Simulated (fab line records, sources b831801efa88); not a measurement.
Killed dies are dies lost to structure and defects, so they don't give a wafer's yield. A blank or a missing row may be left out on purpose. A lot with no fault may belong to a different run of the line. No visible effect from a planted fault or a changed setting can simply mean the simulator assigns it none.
Which tool was responsible? / flow gf180mcu / 14 lots with 42 wafers sampled at 4 steps, on a route of 602 steps

WHAT THE GAUGES READ, wafer by wafer
The record holds no reading of a measuring or inspecting step that can be judged against a usual standard deviation.

TOOL THAT RAN EACH LOT (tool first, then ch and the chambers of the sampled wafers, then the start)
lot=L611; GF_MVSD_STRIP_10=plasma_asher-01 ch 0,1, day 4 10:35; GF_M4_SPUTTER_01=pvd_sputter-02, day 22 12:31; GF_MIM_SPUTTER_01=pvd_sputter-01, day 24 13:34; GF_MIM_SPUTTER_02=pvd_sputter-01, day 24 13:35
lot=L612; GF_MVSD_STRIP_10=plasma_asher-03 ch 0,1, day 4 18:41; GF_M4_SPUTTER_01=pvd_sputter-02, day 23 02:59; GF_MIM_SPUTTER_01=pvd_sputter-03, day 25 03:17; GF_MIM_SPUTTER_02=pvd_sputter-03, day 25 03:19
lot=L613; GF_MVSD_STRIP_10=plasma_asher-01 ch 0,1, day 4 21:44; GF_M4_SPUTTER_01=pvd_sputter-01, day 23 07:52; GF_MIM_SPUTTER_01=pvd_sputter-03, day 25 07:15; GF_MIM_SPUTTER_02=pvd_sputter-03, day 25 07:17
lot=L614; GF_MVSD_STRIP_10=plasma_asher-01 ch 0,1, day 5 03:34; GF_M4_SPUTTER_01=pvd_sputter-04, day 23 13:50; GF_MIM_SPUTTER_01=pvd_sputter-01, day 25 13:45; GF_MIM_SPUTTER_02=pvd_sputter-01, day 25 13:47
lot=L615; GF_MVSD_STRIP_10=plasma_asher-04 ch 0,1, day 5 09:05; GF_M4_SPUTTER_01=pvd_sputter-02, day 23 22:05; GF_MIM_SPUTTER_01=pvd_sputter-02, day 25 20:14; GF_MIM_SPUTTER_02=pvd_sputter-02, day 25 20:16
lot=L618; GF_MVSD_STRIP_10=plasma_asher-04 ch 0,1, day 6 03:59; GF_M4_SPUTTER_01=pvd_sputter-04, day 25 04:13; GF_MIM_SPUTTER_01=pvd_sputter-01, day 27 02:22; GF_MIM_SPUTTER_02=pvd_sputter-01, day 27 02:23
lot=L619; GF_MVSD_STRIP_10=plasma_asher-01 ch 0,1, day 6 09:14; GF_M4_SPUTTER_01=pvd_sputter-01, day 25 11:20; GF_MIM_SPUTTER_01=pvd_sputter-02, day 27 08:08; GF_MIM_SPUTTER_02=pvd_sputter-02, day 27 08:10
lot=L621; GF_MVSD_STRIP_10=plasma_asher-01 ch 0,1, day 6 21:02; GF_M4_SPUTTER_01=pvd_sputter-02, day 26 07:53; GF_MIM_SPUTTER_01=pvd_sputter-02, day 28 03:18; GF_MIM_SPUTTER_02=pvd_sputter-02, day 28 03:20
lot=L622; GF_MVSD_STRIP_10=plasma_asher-04 ch 0,1, day 7 01:02; GF_M4_SPUTTER_01=pvd_sputter-04, day 26 09:00; GF_MIM_SPUTTER_01=pvd_sputter-01, day 28 05:04; GF_MIM_SPUTTER_02=pvd_sputter-01, day 28 05:07
lot=L623; GF_MVSD_STRIP_10=plasma_asher-03 ch 0,1, day 7 08:29; GF_M4_SPUTTER_01=pvd_sputter-01, day 26 19:11; GF_MIM_SPUTTER_01=pvd_sputter-01, day 28 15:06; GF_MIM_SPUTTER_02=pvd_sputter-01, day 28 15:08
lot=L625; GF_MVSD_STRIP_10=plasma_asher-01 ch 0,1, day 7 22:02; GF_M4_SPUTTER_01=pvd_sputter-04, day 27 12:02; GF_MIM_SPUTTER_01=pvd_sputter-01, day 29 06:07; GF_MIM_SPUTTER_02=pvd_sputter-01, day 29 06:08
lot=L630; GF_MVSD_STRIP_10=plasma_asher-04 ch 0,1, day 8 23:41; GF_M4_SPUTTER_01=pvd_sputter-02, day 28 18:22; GF_MIM_SPUTTER_01=pvd_sputter-03, day 30 11:28; GF_MIM_SPUTTER_02=pvd_sputter-03, day 30 11:30
lot=L631; GF_MVSD_STRIP_10=plasma_asher-04 ch 0,1, day 9 07:02; GF_M4_SPUTTER_01=pvd_sputter-02, day 29 00:43; GF_MIM_SPUTTER_01=pvd_sputter-02, day 30 17:33; GF_MIM_SPUTTER_02=pvd_sputter-02, day 30 17:35
lot=L634; GF_MVSD_STRIP_10=plasma_asher-01 ch 0,1, day 9 22:17; GF_M4_SPUTTER_01=pvd_sputter-04, day 29 17:56; GF_MIM_SPUTTER_01=pvd_sputter-03, day 31 09:44; GF_MIM_SPUTTER_02=pvd_sputter-03, day 31 09:46
- GF_MVSD_STRIP_10: strips in O2/N2.
- GF_M4_SPUTTER_01: material TiN, target thk 30 nm, time 25 s.
- GF_MIM_SPUTTER_01: material TiN, target thk 30 nm, time 25 s.
- GF_MIM_SPUTTER_02: material AlCu, target thk 450 nm, time 23.9 s.

AS READ BY THE TOOLS THEMSELVES (means over the sampled wafers that have a number; for cases with no such wafer, the mark the record gives instead)
GF_MVSD_STRIP_10. Usual: drypump_motor_current_A 5.74 A, standard deviation 0.17; heater_power_w 346 W, standard deviation 18; oes_product_au 0.723 a.u., standard deviation 0.0046; strip_time_to_endpoint_s 36.99 s, standard deviation 0.1.
lot=L611; tool=plasma_asher-01; drypump_motor_current_A (A)=5.59; heater_power_w (W)=364; oes_product_au (a.u.)=0.722; strip_time_to_endpoint_s (s)=37.01; flag=
lot=L612; tool=plasma_asher-03; drypump_motor_current_A (A)=5.87; heater_power_w (W)=348; oes_product_au (a.u.)=0.724; strip_time_to_endpoint_s (s)=36.99; flag=
lot=L613; tool=plasma_asher-01; drypump_motor_current_A (A)=5.63; heater_power_w (W)=376; oes_product_au (a.u.)=0.725; strip_time_to_endpoint_s (s)=36.86; flag=
lot=L614; tool=plasma_asher-01; drypump_motor_current_A (A)=5.62; heater_power_w (W)=366; oes_product_au (a.u.)=0.724; strip_time_to_endpoint_s (s)=37.08; flag=
lot=L615; tool=plasma_asher-04; drypump_motor_current_A (A)=5.85; heater_power_w (W)=330; oes_product_au (a.u.)=0.721; strip_time_to_endpoint_s (s)=37.06; flag=
lot=L618; tool=plasma_asher-04; drypump_motor_current_A (A)=5.81; heater_power_w (W)=335; oes_product_au (a.u.)=0.722; strip_time_to_endpoint_s (s)=37.00; flag=
lot=L619; tool=plasma_asher-01; drypump_motor_current_A (A)=5.60; heater_power_w (W)=363; oes_product_au (a.u.)=0.719; strip_time_to_endpoint_s (s)=37.01; flag=
lot=L621; tool=plasma_asher-01; drypump_motor_current_A (A)=5.60; heater_power_w (W)=358; oes_product_au (a.u.)=0.720; strip_time_to_endpoint_s (s)=37.09; flag=
lot=L622; tool=plasma_asher-04; drypump_motor_current_A (A)=5.84; heater_power_w (W)=340; oes_product_au (a.u.)=0.720; strip_time_to_endpoint_s (s)=37.00; flag=
lot=L623; tool=plasma_asher-03; drypump_motor_current_A (A)=5.85; heater_power_w (W)=346; oes_product_au (a.u.)=0.726; strip_time_to_endpoint_s (s)=37.21; flag=
lot=L625; tool=plasma_asher-01; drypump_motor_current_A (A)=5.61; heater_power_w (W)=361; oes_product_au (a.u.)=0.721; strip_time_to_endpoint_s (s)=37.02; flag=
lot=L630; tool=plasma_asher-04; drypump_motor_current_A (A)=5.79; heater_power_w (W)=339; oes_product_au (a.u.)=0.725; strip_time_to_endpoint_s (s)=36.86; flag=
lot=L631; tool=plasma_asher-04; drypump_motor_current_A (A)=5.79; heater_power_w (W)=337; oes_product_au (a.u.)=0.720; strip_time_to_endpoint_s (s)=36.98; flag=
lot=L634; tool=plasma_asher-01; drypump_motor_current_A (A)=5.64; heater_power_w (W)=371; oes_product_au (a.u.)=0.723; strip_time_to_endpoint_s (s)=37.03; flag=

GF_M4_SPUTTER_01. Usual: cathode_dc_power_W 6500.0 W, standard deviation 1.3; chamber_pressure_pa 0.3998 Pa, standard deviation 0.00079; throttle_valve_pct 29.4 %, standard deviation 0.84.
lot=L611; tool=pvd_sputter-02; cathode_dc_power_W (W)=6500.7; chamber_pressure_pa (Pa)=0.3999; throttle_valve_pct (%)=29.2; flag=
lot=L612; tool=pvd_sputter-02; cathode_dc_power_W (W)=6499.4; chamber_pressure_pa (Pa)=0.4005; throttle_valve_pct (%)=29.3; flag=
lot=L613; tool=pvd_sputter-01; cathode_dc_power_W (W)=6500.2; chamber_pressure_pa (Pa)=0.3993; throttle_valve_pct (%)=28.6; flag=
lot=L614; tool=pvd_sputter-04; cathode_dc_power_W (W)=6500.8; chamber_pressure_pa (Pa)=0.3999; throttle_valve_pct (%)=30.2; flag=
lot=L615; tool=pvd_sputter-02; cathode_dc_power_W (W)=6499.9; chamber_pressure_pa (Pa)=0.4007; throttle_valve_pct (%)=29.1; flag=
lot=L618; tool=pvd_sputter-04; cathode_dc_power_W (W)=6500.5; chamber_pressure_pa (Pa)=0.4002; throttle_valve_pct (%)=30.1; flag=
lot=L619; tool=pvd_sputter-01; cathode_dc_power_W (W)=6500.9; chamber_pressure_pa (Pa)=0.4000; throttle_valve_pct (%)=28.9; flag=
lot=L621; tool=pvd_sputter-02; cathode_dc_power_W (W)=6500.4; chamber_pressure_pa (Pa)=0.3997; throttle_valve_pct (%)=29.9; flag=
lot=L622; tool=pvd_sputter-04; cathode_dc_power_W (W)=6498.4; chamber_pressure_pa (Pa)=0.4003; throttle_valve_pct (%)=30.0; flag=
lot=L623; tool=pvd_sputter-01; cathode_dc_power_W (W)=6500.6; chamber_pressure_pa (Pa)=0.3997; throttle_valve_pct (%)=28.4; flag=
lot=L625; tool=pvd_sputter-04; cathode_dc_power_W (W)=6500.2; chamber_pressure_pa (Pa)=0.4002; throttle_valve_pct (%)=29.7; flag=
lot=L630; tool=pvd_sputter-02; cathode_dc_power_W (W)=6500.7; chamber_pressure_pa (Pa)=0.3991; throttle_valve_pct (%)=29.2; flag=
lot=L631; tool=pvd_sputter-02; cathode_dc_power_W (W)=6500.5; chamber_pressure_pa (Pa)=0.3986; throttle_valve_pct (%)=28.7; flag=
lot=L634; tool=pvd_sputter-04; cathode_dc_power_W (W)=6499.7; chamber_pressure_pa (Pa)=0.3997; throttle_valve_pct (%)=30.2; flag=

GF_MIM_SPUTTER_01. Usual: cathode_dc_power_W 6500.1 W, standard deviation 1.2; chamber_pressure_pa 0.4001 Pa, standard deviation 0.00087; throttle_valve_pct 29.2 %, standard deviation 0.86.
lot=L611; tool=pvd_sputter-01; cathode_dc_power_W (W)=6499.0; chamber_pressure_pa (Pa)=0.4001; throttle_valve_pct (%)=28.5; flag=
lot=L612; tool=pvd_sputter-03; cathode_dc_power_W (W)=6500.4; chamber_pressure_pa (Pa)=0.4001; throttle_valve_pct (%)=30.1; flag=
lot=L613; tool=pvd_sputter-03; cathode_dc_power_W (W)=6500.3; chamber_pressure_pa (Pa)=0.4007; throttle_valve_pct (%)=30.0; flag=
lot=L614; tool=pvd_sputter-01; cathode_dc_power_W (W)=6499.6; chamber_pressure_pa (Pa)=0.4005; throttle_valve_pct (%)=29.2; flag=
lot=L615; tool=pvd_sputter-02; cathode_dc_power_W (W)=6499.7; chamber_pressure_pa (Pa)=0.4010; throttle_valve_pct (%)=28.4; flag=
lot=L618; tool=pvd_sputter-01; cathode_dc_power_W (W)=6501.3; chamber_pressure_pa (Pa)=0.3999; throttle_valve_pct (%)=28.8; flag=
lot=L619; tool=pvd_sputter-02; cathode_dc_power_W (W)=6499.9; chamber_pressure_pa (Pa)=0.4000; throttle_valve_pct (%)=29.4; flag=
lot=L621; tool=pvd_sputter-02; cathode_dc_power_W (W)=6499.6; chamber_pressure_pa (Pa)=0.3997; throttle_valve_pct (%)=29.3; flag=
lot=L622; tool=pvd_sputter-01; cathode_dc_power_W (W)=-; chamber_pressure_pa (Pa)=-; throttle_valve_pct (%)=-; flag=OFF
lot=L623; tool=pvd_sputter-01; cathode_dc_power_W (W)=-; chamber_pressure_pa (Pa)=-; throttle_valve_pct (%)=-; flag=OFF
lot=L625; tool=pvd_sputter-01; cathode_dc_power_W (W)=6500.2; chamber_pressure_pa (Pa)=0.4001; throttle_valve_pct (%)=28.5; flag=
lot=L630; tool=pvd_sputter-03; cathode_dc_power_W (W)=6501.0; chamber_pressure_pa (Pa)=0.3996; throttle_valve_pct (%)=30.1; flag=
lot=L631; tool=pvd_sputter-02; cathode_dc_power_W (W)=6500.5; chamber_pressure_pa (Pa)=0.4010; throttle_valve_pct (%)=29.7; flag=
lot=L634; tool=pvd_sputter-03; cathode_dc_power_W (W)=6501.3; chamber_pressure_pa (Pa)=0.4010; throttle_valve_pct (%)=30.0; flag=

GF_MIM_SPUTTER_02. Usual: cathode_dc_power_W 10600 W, standard deviation 2; chamber_pressure_pa 0.3999 Pa, standard deviation 0.00075; throttle_valve_pct 29.2 %, standard deviation 0.84.
lot=L611; tool=pvd_sputter-01; cathode_dc_power_W (W)=10601; chamber_pressure_pa (Pa)=0.4008; throttle_valve_pct (%)=28.4; flag=
lot=L612; tool=pvd_sputter-03; cathode_dc_power_W (W)=10600; chamber_pressure_pa (Pa)=0.4006; throttle_valve_pct (%)=30.1; flag=
lot=L613; tool=pvd_sputter-03; cathode_dc_power_W (W)=10600; chamber_pressure_pa (Pa)=0.4003; throttle_valve_pct (%)=30.2; flag=
lot=L614; tool=pvd_sputter-01; cathode_dc_power_W (W)=10601; chamber_pressure_pa (Pa)=0.4000; throttle_valve_pct (%)=29.1; flag=
lot=L615; tool=pvd_sputter-02; cathode_dc_power_W (W)=10598; chamber_pressure_pa (Pa)=0.3996; throttle_valve_pct (%)=28.5; flag=
lot=L618; tool=pvd_sputter-01; cathode_dc_power_W (W)=10600; chamber_pressure_pa (Pa)=0.4003; throttle_valve_pct (%)=28.7; flag=
lot=L619; tool=pvd_sputter-02; cathode_dc_power_W (W)=10598; chamber_pressure_pa (Pa)=0.3993; throttle_valve_pct (%)=29.2; flag=
lot=L621; tool=pvd_sputter-02; cathode_dc_power_W (W)=10600; chamber_pressure_pa (Pa)=0.4005; throttle_valve_pct (%)=29.3; flag=
lot=L622; tool=pvd_sputter-01; cathode_dc_power_W (W)=10600; chamber_pressure_pa (Pa)=0.3997; throttle_valve_pct (%)=28.9; flag=
lot=L623; tool=pvd_sputter-01; cathode_dc_power_W (W)=10601; chamber_pressure_pa (Pa)=0.3999; throttle_valve_pct (%)=28.4; flag=
lot=L625; tool=pvd_sputter-01; cathode_dc_power_W (W)=10601; chamber_pressure_pa (Pa)=0.3997; throttle_valve_pct (%)=28.5; flag=
lot=L630; tool=pvd_sputter-03; cathode_dc_power_W (W)=10601; chamber_pressure_pa (Pa)=0.3992; throttle_valve_pct (%)=29.8; flag=
lot=L631; tool=pvd_sputter-02; cathode_dc_power_W (W)=10601; chamber_pressure_pa (Pa)=0.3993; throttle_valve_pct (%)=29.8; flag=
lot=L634; tool=pvd_sputter-03; cathode_dc_power_W (W)=10603; chamber_pressure_pa (Pa)=0.3997; throttle_valve_pct (%)=30.0; flag=

THE ANSWER, worked out from the rows above alone
Rule: take the mean of a lot's wafers that have a number; if it is more than 3 standard deviations from the usual mean, the lot is off. A lot without any number at a reading at which 4 lots or more have one is off too. Where the step has rows for the other lots, those lots are counted as sound. After the gauges, taken in route order, come the tools' own readings; for these a lot's mean is taken, as printed above. At the first step where some lot is off, the reading lying furthest off is the one used; lots without a number count as furthest.
Off, at GF_MIM_SPUTTER_01 on cathode_dc_power_W: L622, L623. Without a number there: L622, L623.
If a tool, at that step or one of the process steps before it, ran each lot that is off and ran no sound lot following the first of them, it fits. Not one of the candidates tried fits.

WHAT HAD BEEN PUT IN BY THE SIMULATOR
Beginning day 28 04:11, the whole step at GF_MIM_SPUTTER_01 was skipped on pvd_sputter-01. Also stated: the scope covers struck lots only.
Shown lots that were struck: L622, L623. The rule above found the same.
